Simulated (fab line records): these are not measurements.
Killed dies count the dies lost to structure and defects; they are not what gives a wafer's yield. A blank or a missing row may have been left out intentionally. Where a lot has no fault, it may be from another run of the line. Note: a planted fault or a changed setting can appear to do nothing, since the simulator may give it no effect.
fab line records	flow sky130
record lots=12	wafers=36	lastDay=50
route steps=708 shown VIA1@481 METAL2@503 VIA2@515 PAD_OPEN@708
lots that met no fault: taken from a fault-free run of the same line
startH: hours from the record's opening day to when the first of the lot's shown wafers began	waitH: time in hours since the lot's previous step	" unchanged from the row above	L1.1+2: a row that stands for several wafers	- value missing, or start not given	* or withheld: withheld	< > ~ a bound
route shown NAME@n: a module of which the file shows steps, and the number in the route of the first	usual: mean/standard deviation taken from wafers without a fault	same: alike in all rows	chamber/n: place in a boat	sites: each site's reading	_std_site: how widely they spread, as a standard deviation	_edge_site: the outer-site mean with the inner-site mean subtracted	radiusMm: how far each site lies from the wafer's centre	mask NAME#n: copy n	behind: the tool/chamber that last shaped the wafer	hold: the reason the lot was held/the length of the hold in hours/how it ended	device: which transistor (n, p or np) failed to switch	end of line: the route-end tests of the same wafers	a step given without rows: its recipe and nothing more	killed: at the first sort, the dies lost to defects and structure; wafer yield is something else	map: per-die view of a wafer (x killed, . not killed, _ where there is no die)
set.NAME: setting as actually run; set.NAME@STEP: the setting as run at that earlier step	model.NAME: the simulator's own value behind a step, which no gauge read
one table for each step of the route and one row for each wafer, over a sample of lots
services: from which hour (startH, from the record's first day; less than 0 if before it) a tool's chamber was out of use, for how many hours, and why
## steps
# step SKY_VIA1_THK_MEAS_23
# recipe thkMeasGauge=xrf	reads=W_of_VIA1_CVD_21
# usual VIA1_W_THK=281/3.9
lot.wafer	tool	chamber	startH	waitH	VIA1_W_THK[nm]
L552.1	filmMetro-01	-	805.66	0.1	274
L552.3	"	-	"	"	278
L552.6	"	-	"	"	278
L553.2	filmMetro-01	-	815.80	0.1	287
L553.3	"	-	"	"	286
L553.6	"	-	"	"	283
L555.2	filmMetro-02	-	823.10	0.1	290
L555.3	"	-	"	"	289
L555.4	"	-	"	"	286
L554.2	filmMetro-04	-	826.45	0.1	277
L554.3	"	-	"	"	273
L554.5	"	-	"	"	276
L558.1	filmMetro-01	-	845.49	0.1	283
L558.2	"	-	"	"	282
L558.3	"	-	"	"	280
L559.2	filmMetro-04	-	851.99	0.1	278
L559.4	"	-	"	"	277
L559.6	"	-	"	"	280
L561.1	filmMetro-02	-	869.42	0.1	288
L561.4	"	-	"	"	285
L561.5	"	-	"	"	285
L562.3	filmMetro-01	-	879.36	0.1	276
L562.4	"	-	"	"	279
L562.5	"	-	"	"	273
L563.2	filmMetro-01	-	882.33	0.1	281
L563.3	"	-	"	"	277
L563.5	"	-	"	"	271
L567.2	filmMetro-01	-	906.78	0.1	280
L567.3	"	-	"	"	282
L567.6	"	-	"	"	282
L568.1	filmMetro-01	-	913.36	0.1	281
L568.2	"	-	"	"	280
L568.4	"	-	"	"	284
L575.2	filmMetro-02	-	961.10	0.1	280
L575.3	"	-	"	"	282
L575.4	"	-	"	"	282
# step SKY_METAL2_STRIP_20
# recipe chemistry=O2/N2	powerW=1400	pressureMtorr=1500	platenTempC=withheld	o2FlowSccm=3000	n2FlowSccm=300	overashFraction=0.5
# usual drypumpMotorCurrentA=5.9/0.4	oesProductAu=0.343/0.0044	stripTimeToEndpointS=2.70/0.049
lot.wafer	tool	chamber	startH	waitH	drypumpMotorCurrentA	oesProductAu	rfHoursCounterH	stripTimeToEndpointS
L552.1	plasmaAsher-02	1	832.62	0.1	6.1	0.347	42	2.74
L552.3	"	0	"	"	5.7	0.343	-	2.65
L552.6	"	0	"	"	5.7	0.348	-	2.62
L553.2	plasmaAsher-04	1	842.70	0.1	5.2	0.352	7	2.82
L553.3	"	0	"	"	6.3	0.339	-	2.70
L553.6	"	0	"	"	6.3	0.349	-	2.83
L555.2	plasmaAsher-03	1	850.87	0.1	6.6	0.340	104	2.66
L555.3	"	0	"	"	6.3	0.351	-	2.69
L555.4	"	1	"	"	6.5	0.338	-	2.77
L554.2	plasmaAsher-02	1	853.90	0.1	6.1	0.346	44	2.70
L554.3	"	1	"	"	6.1	0.340	-	2.80
L554.5	"	0	"	"	5.7	0.354	-	2.77
L558.1	plasmaAsher-02	0	872.95	0.1	5.7	0.341	46	2.72
L558.2	"	1	"	"	6.1	0.340	46	2.70
L558.3	"	1	"	"	6.1	0.345	-	2.74
L559.2	plasmaAsher-04	1	878.98	0.1	5.2	0.344	11	2.68
L559.4	"	0	"	"	6.3	0.343	-	2.67
L559.6	"	0	"	"	6.3	0.347	-	2.71
L561.1	plasmaAsher-02	1	895.75	0.1	6.1	0.339	48	2.68
L561.4	"	1	"	"	6.1	0.335	-	2.64
L561.5	"	1	"	"	6.1	0.342	-	2.69
L562.3	plasmaAsher-02	1	905.72	0.1	6.1	0.341	-	2.71
L562.4	"	0	"	"	5.7	0.340	-	2.64
L562.5	"	1	"	"	6.1	0.345	-	2.68
L563.2	plasmaAsher-02	0	908.55	0.1	5.7	0.344	51	2.72
L563.3	"	0	"	"	5.7	0.340	-	2.68
L563.5	"	1	"	"	6.1	0.348	-	2.75
L567.2	plasmaAsher-02	1	933.10	0.1	6.1	0.337	54	2.64
L567.3	"	1	"	"	6.1	0.340	-	2.64
L567.6	"	0	"	"	5.7	0.344	-	2.70
L568.1	plasmaAsher-02	0	939.52	0.1	5.7	0.346	55	2.62
L568.2	"	1	"	"	6.1	0.348	55	2.70
L568.4	"	1	"	"	6.1	0.343	-	2.70
L575.2	plasmaAsher-02	0	986.74	0.1	5.7	0.343	60	2.70
L575.3	"	0	"	"	5.7	0.342	-	2.72
L575.4	"	1	"	"	6.1	0.341	-	2.70
# step SKY_VIA2_SOFTBAKE_08
# recipe tempC=100	timeS=90	resist=KrF-thick
# usual exhaustPa=45.1/0.84	heaterPowerTotalW=57.34/0.12	runLengthS=119.02/0.15
lot.wafer	tool	chamber	startH	waitH	exhaustPa	heaterPowerTotalW	runLengthS
L552.1	lithoTrack-02	0	847	-	45.2	57.38	118.88
L552.3	"	0	"	"	44.7	57.52	118.86
L552.6	"	0	"	"	43.9	57.21	118.98
L553.2	lithoTrack-02	0	856	-	45.0	57.46	119.07
L553.3	"	0	"	"	45.8	57.25	118.87
L553.6	"	0	"	"	44.9	57.27	118.98
L555.2	lithoTrack-03	0	864	-	44.5	57.41	118.88
L555.3	"	0	"	"	44.7	57.49	118.94
L555.4	"	0	"	"	45.4	57.24	118.97
L554.2	lithoTrack-01	0	868	-	45.8	57.25	119.27
L554.3	"	0	"	"	43.7	57.50	119.28
L554.5	"	0	"	"	42.8	57.45	119.15
L558.1	lithoTrack-02	0	886	-	44.9	57.21	118.88
L558.2	"	0	"	"	45.2	57.24	119.00
L558.3	"	0	"	"	45.8	57.48	119.11
L559.2	lithoTrack-01	0	892	-	45.0	57.38	119.06
L559.4	"	0	"	"	44.8	57.24	119.09
L559.6	"	0	"	"	44.5	57.45	119.11
L561.1	lithoTrack-01	0	908	-	44.5	57.35	119.10
L561.4	"	0	909	-	45.3	57.38	119.09
L561.5	"	0	"	"	44.5	57.39	119.10
L562.3	lithoTrack-03	0	918	-	45.1	57.14	118.80
L562.4	"	0	"	"	45.1	57.28	118.80
L562.5	"	0	"	"	45.1	57.42	118.90
L563.2	lithoTrack-02	0	922	-	45.1	57.33	118.87
L563.3	"	0	"	"	44.1	57.27	119.31
L563.5	"	0	"	"	44.4	57.51	118.89
L567.2	lithoTrack-01	0	946	-	45.4	57.12	119.10
L567.3	"	0	"	"	45.8	57.54	119.08
L567.6	"	0	"	"	46.4	57.52	119.29
L568.1	lithoTrack-02	0	953	-	46.3	62.32	98.64
L568.2	"	0	"	"	45.2	57.44	119.01
L568.4	"	0	"	"	45.4	57.36	119.06
L575.2	lithoTrack-03	0	999	-	45.8	57.15	118.87
L575.3	"	0	"	"	46.0	57.29	118.77
L575.4	"	0	"	"	45.2	57.38	118.79
# step SKY_VIA2_CD_MEAS_12
# recipe targetCdNm=200
# usual cdNm=199.9/1.5
lot.wafer	tool	chamber	startH	waitH	cdNm
L552.1	cdSem-01	-	860.26	-	200.4
L552.3	"	-	"	"	200.2
L552.6	"	-	"	"	200.7
L553.2	cdSem-01	-	869.26	-	198.5
L553.3	"	-	"	"	198.1
L553.6	"	-	"	"	198.5
L555.2	cdSem-02	-	877.53	-	201.6
L555.3	"	-	"	"	203.1
L555.4	"	-	"	"	202.0
L554.2	cdSem-01	-	880.88	-	199.6
L554.3	"	-	"	"	198.7
L554.5	"	-	"	"	200.1
L558.1	cdSem-01	-	900.01	-	196.2
L558.2	"	-	"	"	198.2
L558.3	"	-	"	"	197.4
L559.2	cdSem-01	-	905.68	-	199.2
L559.4	"	-	"	"	199.7
L559.6	"	-	"	"	198.5
L561.1	cdSem-02	-	921.89	-	201.9
L561.4	"	-	"	"	202.4
L561.5	"	-	"	"	201.3
L562.3	cdSem-02	-	931.55	-	200.7
L562.4	"	-	"	"	202.2
L562.5	"	-	"	"	201.6
L563.2	cdSem-02	-	935.41	-	200.3
L563.3	"	-	"	"	199.3
L563.5	"	-	"	"	199.5
L567.2	cdSem-01	-	959.51	-	198.5
L567.3	"	-	"	"	199.1
L567.6	"	-	"	"	198.2
L568.1	cdSem-01	-	965.56	-	199.9
L568.2	"	-	"	"	200.1
L568.4	"	-	"	"	199.5
L575.2	cdSem-01	-	1011.46	-	199.2
L575.3	"	-	"	"	198.7
L575.4	"	-	"	"	197.9
# step SKY_PAD_OPEN_PROBE_99
# usual defectLimitedYield=82.4/2	killed_at_M0_to_M3=43/6.7	killed_at_M4_up=3.2/2.1	killedAtContacts=25/5.9	killedAtFrontEnd=16/4.7	killedAtOther=0.3/0.54	killedDies=87/9.8	killedOpen=47/6.7	killedShort=40/6.5	sort_bin_3_pad_short=0.9/0.45	sort_bin_5_function=10.5/1.5	sort_bin_6_memory=6.2/1.2	sortNPass=405/9.8	sortYieldPct=82.4/2
# same grossDies=492	killedAtBackSide=0	sort_bin_4_leakage[%]=0	sort_bin_8_speed[%]=0
lot.wafer	tool	chamber	startH	waitH	defectLimitedYield[%]	killed_at_M0_to_M3	killed_at_M4_up	killedAtContacts	killedAtFrontEnd	killedAtOther	killedDies	killedOpen	killedShort	sort_bin_3_pad_short[%]	sort_bin_5_function[%]	sort_bin_6_memory[%]	sortNPass	sortYieldPct[%]
L552.1	prober-02	-	1089.26	0.1	83.9	41	2	19	17	0	79	52	27	0.4	9.6	6.1	413	83.9
L552.3	prober-02	-	1089.36	0.2	83.3	41	5	26	10	0	82	40	42	0.2	11.0	5.5	410	83.3
L552.6	prober-02	-	1089.51	0.2	79.1	55	3	30	15	0	103	56	47	1.2	11.6	8.1	389	79.1
L553.2	prober-01	-	1096.96	0.1	80.7	41	3	27	24	0	95	57	38	0.4	11.0	7.9	397	80.7
L553.3	prober-01	-	1097.01	0.2	79.3	47	3	28	24	0	102	59	43	1.2	12.0	7.5	390	79.3
L553.6	prober-01	-	1097.16	0.2	81.7	52	3	22	13	0	90	42	47	1.4	10.2	6.7	402	81.7
L555.2	prober-02	-	1101.56	0.1	82.1	42	5	27	14	0	88	45	43	1.2	12.0	4.7	404	82.1
L555.3	prober-02	-	1101.61	0.2	82.9	47	2	26	9	0	84	51	33	1.6	8.9	6.5	408	82.9
L555.4	prober-02	-	1101.66	0.2	83.9	40	0	21	18	0	79	48	31	0.6	9.6	5.9	413	83.9
L554.2	prober-01	-	1106.30	0.1	83.3	33	3	22	22	2	82	39	43	0.4	11.4	4.9	410	83.3
L554.3	prober-01	-	1106.35	0.2	84.8	32	4	16	23	0	75	37	38	1.6	8.9	4.7	417	84.8
L554.5	prober-01	-	1106.45	0.2	82.1	42	5	30	11	0	88	46	42	1.0	10.2	6.7	404	82.1
L558.1	prober-02	-	1119.24	0.1	83.3	42	7	27	6	0	82	45	36	0.8	9.8	6.1	410	83.3
L558.2	prober-02	-	1119.29	0.1	82.1	46	4	21	17	0	88	42	44	0.6	11.4	5.9	404	82.1
L558.3	prober-02	-	1119.34	0.2	79.9	63	0	22	14	0	99	60	38	1.0	11.6	7.5	393	79.9
L559.2	prober-01	-	1126.76	0.1	81.5	34	6	36	15	0	91	44	47	0.8	12.4	5.3	401	81.5
L559.4	prober-01	-	1126.86	0.2	84.3	36	4	16	21	0	77	36	39	1.2	8.7	5.7	415	84.3
L559.6	prober-01	-	1126.96	0.2	79.7	42	9	30	19	0	100	56	42	1.4	11.8	7.1	392	79.7
L561.1	prober-01	-	1137.29	0.1	83.5	50	2	13	16	0	81	35	46	1.6	9.3	5.5	411	83.5
L561.4	prober-01	-	1137.44	0.2	81.3	49	3	24	16	0	92	51	41	0.2	10.0	8.5	400	81.3
L561.5	prober-01	-	1137.49	0.2	82.7	43	0	26	16	0	85	51	34	1.2	11.2	4.9	407	82.7
L562.3	prober-02	-	1145.23	0.2	80.9	48	5	29	11	1	94	54	39	1.0	9.3	8.7	398	80.9
L562.4	prober-02	-	1145.28	0.2	82.5	39	5	24	18	0	86	49	35	1.0	11.8	4.7	406	82.5
L562.5	prober-02	-	1145.33	0.2	80.3	47	8	29	13	0	97	43	53	1.6	10.2	7.9	395	80.3
L563.2	prober-01	-	1148.45	0.1	84.8	43	2	19	11	0	75	37	38	1.2	7.9	6.1	417	84.8
L563.3	prober-01	-	1148.50	0.2	86.8	32	2	16	15	0	65	34	31	1.2	6.7	5.3	427	86.8
L563.5	prober-01	-	1148.60	0.2	87.0	33	4	15	12	0	64	31	32	0.6	9.1	3.3	428	87.0
L567.2	prober-01	-	1166.38	0.1	82.7	44	4	25	12	0	85	49	36	1.6	10.4	5.3	407	82.7
L567.3	prober-01	-	1166.43	0.2	83.1	36	5	30	12	0	83	43	39	1.4	10.0	5.5	409	83.1
L567.6	prober-01	-	1166.58	0.2	80.5	52	2	27	15	0	96	55	41	0.8	12.4	6.3	396	80.5
L568.1	prober-02	-	1171.11	0.1	81.9	49	2	21	17	0	89	46	43	1.2	10.8	6.1	403	81.9
L568.2	prober-02	-	1171.16	0.1	82.7	46	2	21	16	0	85	48	37	0.6	11.4	5.3	407	82.7
L568.4	prober-02	-	1171.26	0.2	84.1	43	4	16	14	1	78	42	36	0.4	9.8	5.7	414	84.1
L575.2	prober-01	-	1201.88	0.1	82.3	46	4	28	9	0	87	47	40	0.6	10.8	6.3	405	82.3
L575.3	prober-01	-	1201.93	0.2	81.1	40	3	35	15	0	93	53	40	1.0	13.8	4.1	399	81.1
L575.4	prober-01	-	1201.98	0.2	83.5	51	0	19	11	0	81	52	29	0.8	10.8	4.9	411	83.5
# killed by level:class
L552.1 CONTACT:geometricParticle:open=14 METAL1:geometricParticle:short=9 VIA1:geometricParticle:open=8 POLY_GATE:geometricParticle:open=7 VIA2:geometricParticle:open=7 POLY_GATE:geometricParticle:short=4 VIA3:geometricParticle:open=4 FIELD_ISO:geometricParticle:open=3
L552.3 CONTACT:geometricParticle:open=13 METAL1:geometricParticle:short=8 METAL2:geometricParticle:short=8 LI_CONTACT:geometricParticle:open=6 VIA3:geometricParticle:open=6 POLY_GATE:geometricParticle:short=5 VIA1:geometricParticle:open=5 METAL4:geometricParticle:short=5
L552.6 LI_CONTACT:geometricParticle:open=10 VIA1:geometricParticle:open=10 CONTACT:geometricParticle:short=7 CONTACT:geometricParticle:open=7 VIA2:geometricParticle:open=6 METAL1:geometricParticle:short=6 METAL3:geometricParticle:short=6 VIA3:geometricParticle:open=6
L553.2 LI_CONTACT:geometricParticle:open=11 VIA1:geometricParticle:open=11 POLY_GATE:geometricParticle:open=8 CONTACT:geometricParticle:open=8 VIA3:geometricParticle:open=8 METAL1:geometricParticle:short=6 CONTACT:geometricParticle:short=5 FIELD_ISO:geometricParticle:short=4
L553.3 LI_CONTACT:geometricParticle:open=11 VIA1:geometricParticle:open=11 VIA2:geometricParticle:open=10 VIA3:geometricParticle:open=7 CONTACT:geometricParticle:open=7 FIELD_ISO:geometricParticle:short=6 FIELD_ISO:geometricParticle:open=5 POLY_GATE:geometricParticle:short=5
L553.6 LI_CONTACT:geometricParticle:open=10 METAL1:geometricParticle:short=9 VIA1:geometricParticle:open=8 VIA1:geometricParticle:short=6 VIA3:geometricParticle:open=6 POLY_GATE:geometricParticle:short=4 METAL2:geometricParticle:short=4 METAL3:geometricParticle:short=4
L555.2 VIA1:geometricParticle:open=12 CONTACT:geometricParticle:open=10 FIELD_ISO:geometricParticle:open=6 CONTACT:geometricParticle:short=6 METAL1:geometricParticle:short=6 VIA1:geometricParticle:short=6 LOCAL_INTERCONNECT:geometricParticle:short=5 VIA2:geometricParticle:open=5
L555.3 VIA1:geometricParticle:open=16 CONTACT:geometricParticle:open=12 VIA2:geometricParticle:open=6 LI_CONTACT:geometricParticle:open=6 FIELD_ISO:geometricParticle:short=5 VIA1:geometricParticle:short=5 METAL2:geometricParticle:short=5 VIA3:geometricParticle:open=4
L555.4 VIA1:geometricParticle:open=10 CONTACT:geometricParticle:open=9 VIA3:geometricParticle:open=9 POLY_GATE:geometricParticle:short=5 POLY_GATE:geometricParticle:open=5 LI_CONTACT:geometricParticle:open=5 METAL2:geometricParticle:short=5 FIELD_ISO:geometricParticle:short=4
L554.2 FIELD_ISO:geometricParticle:open=9 LI_CONTACT:geometricParticle:open=7 FIELD_ISO:geometricParticle:short=6 CONTACT:geometricParticle:open=6 METAL1:geometricParticle:short=5 VIA1:geometricParticle:open=5 VIA1:geometricParticle:short=5 METAL2:geometricParticle:short=5
L554.3 FIELD_ISO:geometricParticle:open=9 FIELD_ISO:geometricParticle:short=9 VIA1:geometricParticle:open=8 VIA1:geometricParticle:short=7 LI_CONTACT:geometricParticle:open=7 CONTACT:geometricParticle:open=5 POLY_GATE:geometricParticle:short=4 METAL1:geometricParticle:short=4
L554.5 CONTACT:geometricParticle:open=10 LI_CONTACT:geometricParticle:open=9 VIA1:geometricParticle:open=9 VIA2:geometricParticle:short=7 LOCAL_INTERCONNECT:geometricParticle:short=5 VIA1:geometricParticle:short=5 VIA2:geometricParticle:open=4 METAL2:geometricParticle:short=4
L558.1 LI_CONTACT:geometricParticle:open=13 VIA1:geometricParticle:open=13 VIA3:geometricParticle:open=6 METAL4:geometricParticle:short=6 METAL2:geometricParticle:short=5 CONTACT:geometricParticle:short=5 LI_CONTACT:geometricParticle:short=5 METAL1:geometricParticle:short=5
L558.2 VIA1:geometricParticle:open=10 LI_CONTACT:geometricParticle:open=7 CONTACT:geometricParticle:open=7 METAL1:geometricParticle:short=6 METAL2:geometricParticle:short=6 VIA3:geometricParticle:open=5 VIA1:geometricParticle:short=5 POLY_GATE:geometricParticle:short=4
L558.3 VIA1:geometricParticle:open=15 METAL1:geometricParticle:short=11 VIA2:geometricParticle:open=10 CONTACT:geometricParticle:open=9 VIA3:geometricParticle:open=8 LI_CONTACT:geometricParticle:open=7 METAL2:geometricParticle:short=7 VIA1:geometricParticle:short=5
L559.2 CONTACT:geometricParticle:open=10 CONTACT:geometricParticle:short=9 LOCAL_INTERCONNECT:geometricParticle:short=8 VIA1:geometricParticle:open=8 VIA1:geometricParticle:short=8 LI_CONTACT:geometricParticle:open=7 VIA3:geometricParticle:open=7 POLY_GATE:geometricParticle:open=5
L559.4 METAL1:geometricParticle:short=9 VIA1:geometricParticle:open=6 VIA2:geometricParticle:open=6 POLY_GATE:geometricParticle:short=5 LOCAL_INTERCONNECT:geometricParticle:short=5 METAL3:geometricParticle:short=5 VIA3:geometricParticle:open=5 FIELD_ISO:geometricParticle:open=4
L559.6 VIA1:geometricParticle:open=13 CONTACT:geometricParticle:open=9 LI_CONTACT:geometricParticle:open=8 METAL4:geometricParticle:short=7 CONTACT:geometricParticle:short=6 VIA2:geometricParticle:open=5 VIA3:geometricParticle:open=5 FIELD_ISO:geometricParticle:open=4
L561.1 VIA1:geometricParticle:short=9 VIA1:geometricParticle:open=9 VIA2:geometricParticle:short=6 METAL1:geometricParticle:short=5 METAL2:geometricParticle:short=5 POLY_GATE:geometricParticle:open=4 POLY_GATE:geometricParticle:short=4 CONTACT:geometricParticle:open=4
L561.4 VIA1:geometricParticle:open=17 CONTACT:geometricParticle:open=9 CONTACT:geometricParticle:short=8 VIA2:geometricParticle:open=7 FIELD_ISO:geometricParticle:open=5 FIELD_ISO:geometricParticle:short=4 POLY_GATE:geometricParticle:short=4 VIA1:geometricParticle:short=4
L561.5 VIA1:geometricParticle:open=15 CONTACT:geometricParticle:open=11 LI_CONTACT:geometricParticle:open=8 VIA2:geometricParticle:open=6 METAL1:geometricParticle:short=5 METAL3:geometricParticle:short=4 FIELD_ISO:geometricParticle:short=4 FIELD_ISO:geometricParticle:open=4
L562.3 LI_CONTACT:geometricParticle:open=10 CONTACT:geometricParticle:open=10 VIA1:geometricParticle:open=9 VIA2:geometricParticle:open=8 CONTACT:geometricParticle:short=7 VIA1:geometricParticle:short=6 FIELD_ISO:geometricParticle:open=5 VIA3:geometricParticle:open=5
L562.4 VIA1:geometricParticle:open=12 CONTACT:geometricParticle:open=10 FIELD_ISO:geometricParticle:open=6 POLY_GATE:geometricParticle:open=5 LI_CONTACT:geometricParticle:open=5 METAL3:geometricParticle:short=5 VIA3:geometricParticle:open=5 CONTACT:geometricParticle:short=4
L562.5 VIA1:geometricParticle:open=12 LI_CONTACT:geometricParticle:open=11 METAL1:geometricParticle:short=8 LOCAL_INTERCONNECT:geometricParticle:short=6 CONTACT:geometricParticle:short=6 CONTACT:geometricParticle:open=6 VIA1:geometricParticle:short=5 METAL2:geometricParticle:short=5
L563.2 CONTACT:geometricParticle:open=8 VIA1:geometricParticle:short=8 METAL1:geometricParticle:short=7 LI_CONTACT:geometricParticle:open=6 VIA2:geometricParticle:short=6 VIA1:geometricParticle:open=5 VIA3:geometricParticle:open=5 FIELD_ISO:geometricParticle:open=4
L563.3 FIELD_ISO:geometricParticle:open=6 METAL1:geometricParticle:short=6 VIA1:geometricParticle:open=6 VIA3:geometricParticle:open=6 POLY_GATE:geometricParticle:short=5 LOCAL_INTERCONNECT:geometricParticle:short=5 LI_CONTACT:geometricParticle:open=3 CONTACT:geometricParticle:open=3
L563.5 CONTACT:geometricParticle:open=8 VIA1:geometricParticle:open=6 FIELD_ISO:geometricParticle:short=4 POLY_GATE:geometricParticle:open=4 METAL1:geometricParticle:short=4 VIA2:geometricParticle:open=4 VIA3:geometricParticle:open=4 POLY_GATE:geometricParticle:short=3
L567.2 VIA1:geometricParticle:open=14 LI_CONTACT:geometricParticle:open=10 CONTACT:geometricParticle:open=7 METAL3:geometricParticle:short=5 METAL1:geometricParticle:short=4 CONTACT:geometricParticle:short=4 VIA2:geometricParticle:open=4 VIA3:geometricParticle:open=4
L567.3 CONTACT:geometricParticle:open=11 LI_CONTACT:geometricParticle:open=8 VIA1:geometricParticle:open=8 METAL2:geometricParticle:short=7 METAL1:geometricParticle:short=6 LI_CONTACT:geometricParticle:short=4 VIA2:geometricParticle:open=4 VIA1:geometricParticle:short=4
L567.6 VIA1:geometricParticle:open=15 CONTACT:geometricParticle:open=10 VIA3:geometricParticle:open=10 VIA2:geometricParticle:open=8 POLY_GATE:geometricParticle:short=6 CONTACT:geometricParticle:short=6 LOCAL_INTERCONNECT:geometricParticle:short=4 VIA3:geometricParticle:short=4
L568.1 VIA1:geometricParticle:open=16 FIELD_ISO:geometricParticle:short=8 LI_CONTACT:geometricParticle:open=8 CONTACT:geometricParticle:short=8 METAL2:geometricParticle:short=8 METAL1:geometricParticle:short=5 VIA2:geometricParticle:open=5 VIA2:geometricParticle:short=4
L568.2 VIA3:geometricParticle:open=8 METAL1:geometricParticle:short=7 POLY_GATE:geometricParticle:open=7 CONTACT:geometricParticle:open=7 VIA1:geometricParticle:open=7 VIA1:geometricParticle:short=6 LOCAL_INTERCONNECT:geometricParticle:short=5 CONTACT:geometricParticle:short=5
L568.4 VIA2:geometricParticle:open=10 CONTACT:geometricParticle:open=10 METAL2:geometricParticle:short=8 FIELD_ISO:geometricParticle:open=5 VIA1:geometricParticle:open=5 METAL1:geometricParticle:short=5 VIA3:geometricParticle:open=5 SONOS_ONO:geometricParticle:short=3
L575.2 VIA1:geometricParticle:open=16 LI_CONTACT:geometricParticle:open=7 CONTACT:geometricParticle:open=7 CONTACT:geometricParticle:short=7 METAL1:geometricParticle:short=7 VIA1:geometricParticle:short=6 METAL2:geometricParticle:short=5 VIA2:geometricParticle:open=4
L575.3 VIA1:geometricParticle:open=10 CONTACT:geometricParticle:open=9 CONTACT:geometricParticle:short=8 LI_CONTACT:geometricParticle:open=7 METAL2:geometricParticle:short=6 LI_CONTACT:geometricParticle:short=5 LOCAL_INTERCONNECT:geometricParticle:short=5 VIA2:geometricParticle:open=5
L575.4 VIA1:geometricParticle:open=16 CONTACT:geometricParticle:open=10 METAL1:geometricParticle:short=9 VIA2:geometricParticle:open=8 POLY_GATE:geometricParticle:open=4 VIA1:geometricParticle:short=4 FIELD_ISO:geometricParticle:short=3 LI_CONTACT:geometricParticle:open=3
## services
tool	chamber	startH	hours	kind
plasmaAsher-04	-	818.71	15.6	pm
plasmaAsher-04	-	889.37	24.5	repair
plasmaAsher-03	-	895.55	28.1	pm
lithoTrack-03	-	933.35	-	consumableReplace:filter
plasmaAsher-03	-	979.28	14.6	pm
## key
firstSign step=SKY_VIA2_SOFTBAKE_08	reading=runLengthS	direction=down	sigmas=99+	usual=*	struck=*
effect step=SKY_VIA2_SOFTBAKE_08	reading=heaterPowerTotalW	direction=up	sigmas=41	usual=*	struck=*
metAt SKY_VIA2_SOFTBAKE_08
struckLots L568
struckWafers L568.1
notActingAt SKY_VIA1_THK_MEAS_23,SKY_METAL2_STRIP_20,SKY_VIA2_CD_MEAS_12
onsetBetween 922 953
fault kind=processParameterDrift	tool=lithoTrack-02	chamber=-	onsetH=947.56	steps=SKY_VIA2_SOFTBAKE_08	channel=timeS	offset=*	shape=step	endH=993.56	scope=struckWafersOnly	actsIn=*	stated=*
